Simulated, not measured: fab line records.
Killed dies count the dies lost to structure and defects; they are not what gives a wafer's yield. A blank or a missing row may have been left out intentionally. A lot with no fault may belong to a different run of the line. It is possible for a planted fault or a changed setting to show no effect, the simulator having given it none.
fab line records | flow sky130
[record] lots = 14 wafers = 42 last-day = 50
route steps=708 shown METAL1@450 VIA1@469
lots that met no fault: from a run of the same line without faults
start-h: hours from the record's opening day to when the first of the lot's shown wafers began | wait-h: hours elapsed since this lot's preceding step | " unchanged from the row above | L1.1+2: a single row standing in for several wafers | - no value, or no start was given | * or withheld: withheld | < > ~ a bound
route shown NAME@n: a module of which the file shows steps, and the number in the route of the first | usual: mean and standard deviation over wafers with no fault | same: alike in all rows | chamber/n: place in a boat | sites: the reading at each site | _std_site: the standard deviation of these | _edge_site: the outer-site mean with the inner-site mean subtracted | radius-mm: how far each site lies from the wafer's centre | mask NAME#n: copy n | behind: the tool/chamber that last shaped the wafer | hold: why the lot went on hold/how many hours it stayed there/how the hold came to an end | device: the transistor (n, p or np) that didn't switch | end of line: at the end of the route, the tests of the same wafers | a step with no rows: only its recipe | killed: not the wafer's yield, but the dies lost to structure and defects at the first sort | map: shows each die of a wafer: x if killed, . if not, _ if none is there
set.NAME: the setting the step ran with; set.NAME@STEP: the setting that earlier step ran with | model.NAME: the simulator's own value behind a step, which no gauge read
steps of the route over a sample of lots; a table a step, a row a wafer
services: the hour from which a tool's chamber was out of use, counted from the record's first day as start-h (under 0 if before that day), plus the number of hours and why
[[steps]]
[step SKY_METAL1_OVL_MEAS_16]
[usual] METAL1_OVL = 3/5.7
// columns lot.wafer tool chamber start-h wait-h METAL1_OVL[nm]
L955.2 overlay-01 - 766.16 0.1 9
L955.3 " - " " 11
L955.4 " - " " 15
L957.2 overlay-01 - 779.29 0.1 2
L957.3 " - " " 6
L957.6 " - " " 7
L960.2 overlay-02 - 797.27 0.1 10
L960.4 " - " " -3
L960.6 " - " " 2
L961.3 overlay-01 - 806.15 0.1 13
L961.5 " - " " 8
L961.6 " - " " 3
L962.1 overlay-02 - 812.44 0.1 6
L962.3 " - " " 6
L962.5 " - " " 13
L963.1 overlay-02 - 819.44 0.1 0
L963.3 " - " " 3
L963.6 " - " " 7
L964.1 overlay-01 - 829.85 0.1 0
L964.2 " - " " -3
L964.6 " - " " 3
L965.1 overlay-01 - 839.39 0.1 5
L965.3 " - " " 3
L965.6 " - " " 2
L972.1 overlay-02 - 889.04 0.1 5
L972.2 " - " " 6
L972.5 " - " " 8
L971.1 overlay-02 - 889.40 0.1 2
L971.2 " - " " -3
L971.5 " - " " 13
L974.1 overlay-02 - 919.70 0.1 -7
L974.3 " - " " -6
L974.4 " - " " -4
L975.3 overlay-02 - 920.66 0.1 -4
L975.4 " - " " 0
L975.6 " - " " -5
L977.1 overlay-01 - 921.60 0.1 8
L977.2 " - " " 10
L977.3 " - " " 8
L978.3 overlay-02 - 928.66 0.1 -3
L978.5 " - " " -6
L978.6 " - " " 6
[step SKY_VIA1_DEVELOP_11]
[recipe] develop-time-s = 60 resist = KrF-thick dev-temp-c = 21
[usual] chill-plate-temp-C = 23.01/0.097 develop-time-s = 60/0 exhaust-pa = 45.0/0.96
// columns lot.wafer tool chamber start-h wait-h chill-plate-temp-C develop-time-s exhaust-pa
L955.2 litho-track-03 0 793 - 22.99 60 44.7
L955.3 " 0 " " 22.82 60 46.6
L955.4 " 0 " " 22.98 60 47.3
L957.2 litho-track-03 0 807 - 23.01 60 43.6
L957.3 " 0 " " 23.04 60 44.1
L957.6 " 0 " " 23.14 60 42.5
L960.2 litho-track-02 0 824 - 23.03 60 44.1
L960.4 " 0 " " 23.12 60 44.1
L960.6 " 0 " " 23.02 60 44.8
L961.3 litho-track-01 0 834 - 22.82 60 44.5
L961.5 " 0 " " 23.00 60 44.6
L961.6 " 0 " " 23.04 60 44.1
L962.1 litho-track-01 0 840 - 22.85 60 43.5
L962.3 " 0 " " 23.00 60 44.5
L962.5 " 0 " " 23.08 60 44.6
L963.1 litho-track-02 0 847 - 22.99 60 45.9
L963.3 " 0 " " 22.89 60 45.7
L963.6 " 0 " " 22.99 60 45.8
L964.1 litho-track-01 - 857 - - - -
L964.2 " - " " - - -
L964.6 " - " " - - -
L965.1 litho-track-02 - 866 - - - -
L965.3 " - " " - - -
L965.6 " - " " - - -
L972.1 litho-track-03 0 916 - 23.04 60 45.1
L972.2 " 0 " " 23.14 60 44.5
L972.5 " 0 " " 23.26 60 44.8
L971.1 litho-track-01 0 916 - 23.07 60 44.6
L971.2 " 0 " " 23.23 60 44.9
L971.5 " 0 " " 23.03 60 45.4
L974.1 litho-track-03 0 945 - 22.95 60 43.1
L974.3 " 0 " " 22.92 60 45.9
L974.4 " 0 " " 23.06 60 43.8
L975.3 litho-track-01 0 946 - 22.94 60 44.3
L975.4 " 0 " " 23.02 60 45.4
L975.6 " 0 " " 22.90 60 43.7
L977.1 litho-track-03 0 948 - 22.99 60 45.0
L977.2 " 0 " " 23.09 60 43.6
L977.3 " 0 " " 23.02 60 45.1
L978.3 litho-track-02 0 953 - 22.92 60 44.1
L978.5 " 0 " " 22.89 60 44.0
L978.6 " 0 " " 23.02 60 44.2
[step SKY_VIA1_RS_MEAS_22]
[recipe] thk-meas-gauge = four-point-probe reads = W_of_VIA1_CVD_21+TiN_of_VIA1_SPUTTER_20
[usual] VIA1_W_RS = 0.424/0.0086
// columns lot.wafer tool chamber start-h wait-h VIA1_W_RS[ohm/sq]
L955.2 film-metro-03 - 794.95 0.1 0.418
L955.3 " - " " 0.422
L955.4 " - " " 0.418
L957.2 film-metro-03 - 808.30 0.1 0.427
L957.3 " - " " 0.428
L957.6 " - " " 0.423
L960.2 film-metro-01 - 825.96 0.1 0.409
L960.4 " - " " 0.423
L960.6 " - " " 0.412
L961.3 film-metro-03 - 835.87 0.1 0.437
L961.5 " - " " 0.423
L961.6 " - " " 0.437
L962.1 film-metro-01 - 841.34 0.1 0.442
L962.3 " - " " 0.425
L962.5 " - " " 0.447
L963.1 film-metro-02 - 848.95 0.1 0.427
L963.3 " - " " 0.437
L963.6 " - " " 0.434
L964.1 film-metro-01 - 858.44 0.1 0.439
L964.2 " - " " 0.424
L964.6 " - " " 0.441
L965.1 film-metro-03 - 868.11 0.2 0.416
L965.3 " - " " 0.414
L965.6 " - " " 0.419
L972.1 film-metro-03 - 917.22 0.1 0.421
L972.2 " - " " 0.419
L972.5 " - " " 0.422
L971.1 film-metro-01 - 917.48 0.1 0.417
L971.2 " - " " 0.419
L971.5 " - " " 0.413
L974.1 film-metro-01 - 946.88 0.1 0.416
L974.3 " - " " 0.414
L974.4 " - " " 0.417
L975.3 film-metro-02 - 947.85 0.1 0.431
L975.4 " - " " 0.437
L975.6 " - " " 0.440
L977.1 film-metro-03 - 950.21 0.1 0.418
L977.2 " - " " 0.414
L977.3 " - " " 0.413
L978.3 film-metro-02 - 955.15 0.1 0.412
L978.5 " - " " 0.416
L978.6 " - " " 0.420
[step SKY_VIA1_THK_MEAS_23]
[recipe] thk-meas-gauge = xrf reads = W_of_VIA1_CVD_21
[usual] VIA1_W_THK = 269/6.2
// columns lot.wafer tool chamber start-h wait-h VIA1_W_THK[nm]
L955.2 film-metro-03 - 795.06 0.1 273
L955.3 " - " " 271
L955.4 " - " " 273
L957.2 film-metro-03 - 808.41 0.1 268
L957.3 " - " " 267
L957.6 " - " " 272
L960.2 film-metro-01 - 826.07 0.1 279
L960.4 " - " " 270
L960.6 " - " " 278
L961.3 film-metro-03 - 835.97 0.1 263
L961.5 " - " " 271
L961.6 " - " " 262
L962.1 film-metro-01 - 841.46 0.1 261
L962.3 " - " " 268
L962.5 " - " " 257
L963.1 film-metro-02 - 849.07 0.1 263
L963.3 " - " " 256
L963.6 " - " " 259
L964.1 film-metro-01 - 858.56 0.1 260
L964.2 " - " " 271
L964.6 " - " " 259
L965.1 film-metro-03 - 868.23 0.1 274
L965.3 " - " " 276
L965.6 " - " " 272
L972.1 film-metro-03 - 917.34 0.1 273
L972.2 " - " " 276
L972.5 " - " " 273
L971.1 film-metro-01 - 917.60 0.1 276
L971.2 " - " " 274
L971.5 " - " " 277
L974.1 film-metro-01 - 947.00 0.1 272
L974.3 " - " " 274
L974.4 " - " " 273
L975.3 film-metro-02 - 947.95 0.1 264
L975.4 " - " " 259
L975.6 " - " " 257
L977.1 film-metro-03 - 950.33 0.1 275
L977.2 " - " " 277
L977.3 " - " " 278
L978.3 film-metro-02 - 955.25 0.1 275
L978.5 " - " " 274
L978.6 " - " " 270
[[services]]
// columns tool chamber start-h hours kind
litho-track-02 - 874.06 - consumable-replace:filter
litho-track-03 - 883.68 - consumable-replace:filter
[[key]]
[first-sign] step = SKY_VIA1_DEVELOP_11 reading = tool-record direction = missing
effect none on later readings
met-at SKY_VIA1_DEVELOP_11
struck-lots L964,L965
later-rows-left-out L964.1,L964.2,L964.6,L965.1,L965.3,L965.6
sort-left-out L964.1,L964.2,L964.6,L965.1,L965.3,L965.6
not-acting-at SKY_METAL1_OVL_MEAS_16,SKY_VIA1_RS_MEAS_22,SKY_VIA1_THK_MEAS_23
onset-between 847 857
[fault] kind = skipped-step-whole tool = litho-track-01,litho-track-02 chamber = - onset-h = 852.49 steps = SKY_VIA1_DEVELOP_11 scope = struck-lots-only
// sort-left-out: the simulated sort isn't trusted on such a fault, so these wafers' sort isn't shown, and their yield isn't known
// later-rows-left-out: the simulator's readings of these wafers behind a module that went badly wrong aren't trusted and aren't shown, but for the sort
